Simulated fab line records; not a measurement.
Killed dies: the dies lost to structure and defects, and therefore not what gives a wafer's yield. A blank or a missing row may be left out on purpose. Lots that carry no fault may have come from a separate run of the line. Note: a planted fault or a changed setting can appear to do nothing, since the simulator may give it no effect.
Chamber matching | flow sky130 | 3 sister chambers for SKY_CAPM_CVD_00 on pecvd-04
The step deposits SiO2, target thk 15.5 nm. 3 wafers are shown with their chamber, then 8 later ones without.

## WAFERS PAIRED WITH THEIR CHAMBERS
wafer  | chamber | heater-power-w (W)
L090.5 | 2       | 720
L090.6 | 1       | 739
L091.1 | 0       | 618

## WAFERS WITHOUT THEIR CHAMBER
wafer  | heater-power-w (W)
L091.4 | 614
L091.6 | 811
L093.3 | 633
L093.5 | 837
L093.6 | 646
L097.2 | 799
L097.3 | 745
L097.5 | 753

## WHICH CHAMBER EACH ONE RAN IN
wafer  | from the rows above          | in truth
L091.4 | 0                            | 0
L091.6 | can't be placed: 1 or 2      | 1
L093.3 | can't be placed: 0 or 2 or 1 | 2
L093.5 | can't be placed: 1 or 2      | 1
L093.6 | can't be placed: 0 or 2 or 1 | 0
L097.2 | can't be placed: 1 or 2      | 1
L097.3 | can't be placed: 1 or 2      | 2
L097.5 | can't be placed: 1 or 2      | 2
Correctly placed: 1 of 8. These rows do not allow placing 7 (true chamber among the candidates in 7). 0 placed wrongly.
How it was worked out, from the rows above alone: a wafer's distance from a chamber is the root of the sum, over the readings, of the square of ((its reading less the chamber's mean) divided by the reading's scatter). If the next closest chamber is less than 2 further off than the closest, the wafer can't be placed; otherwise it belongs to the closest. The mean given for a chamber averages the wafers shown for that chamber. The scatter (one wafer shown for each chamber): square how far every hidden wafer sits from the nearest shown wafer, average those squares and take the square root.
